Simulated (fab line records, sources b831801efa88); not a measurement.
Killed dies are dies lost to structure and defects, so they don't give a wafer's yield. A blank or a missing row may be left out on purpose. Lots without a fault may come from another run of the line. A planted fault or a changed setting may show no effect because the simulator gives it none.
One fault seen from 2 desks | flow gf180mcu | each desk has only its own numbers; what lay behind them comes last

THE METROLOGY DESK
What the gauges read, lot by lot, whatever tool the lot ran on: means of the sampled wafers that have a number. A lot is out of limits, marked OUT, if its mean lies more than 4 standard deviations from the usual mean; the brackets give that distance.
Columns: A = cd_nm at GF_TOP_METAL_CD_MEAS_14, usual 440.3 nm
lot  | first seen here | A
L595 | day 28 19:13    | 439.4
L594 | day 28 19:46    | 440.5
L596 | day 28 23:19    | 440.7
L598 | day 29 17:12    | 439.1
L597 | day 29 17:20    | 440.4
L599 | day 30 04:24    | 440.7
L600 | day 30 07:31    | 440.0
L603 | day 31 03:36    | 440.9
L605 | day 31 14:55    | 441.1
L607 | day 32 07:48    | 438.2
L612 | day 33 08:32    | 440.2
L613 | day 33 21:49    | 440.0
L615 | day 34 03:46    | 439.1
This desk's finding: nothing out of limits on any of the 13 lots.

THE TOOL OWNER'S DESK: pvd_sputter-03
The tool's own readings at GF_V3_SPUTTER_21 (material Ti, target thk 15 nm, time 80.02 s): means of the sampled wafers that have a number, for each lot that ran on this tool. A lot is out of limits, marked OUT, if its mean lies more than 4 standard deviations from the usual mean; the brackets give that distance.
Columns: A = throttle_valve_pct at GF_V3_SPUTTER_21, usual 29.9 %
lot  | first seen here | A
L595 | day 23 03:38    | 29.2
L594 | day 23 04:16    | 30.7
L596 | day 23 08:44    | 30.4
L598 | day 24 07:29    | 31.5
L599 | day 24 20:05    | 30.2
L600 | day 25 02:08    | 31.5
L605 | day 26 12:54    | 30.4
L612 | day 28 15:20    | 30.3
L613 | day 29 06:44    | 30.9
This desk's finding: nothing out of limits on any of the 9 lots.

PUT TOGETHER
The metrology desk saw nothing out of limits.
The tool owner's desk saw nothing out of limits.

WHAT THE SIMULATOR HAD PUT IN
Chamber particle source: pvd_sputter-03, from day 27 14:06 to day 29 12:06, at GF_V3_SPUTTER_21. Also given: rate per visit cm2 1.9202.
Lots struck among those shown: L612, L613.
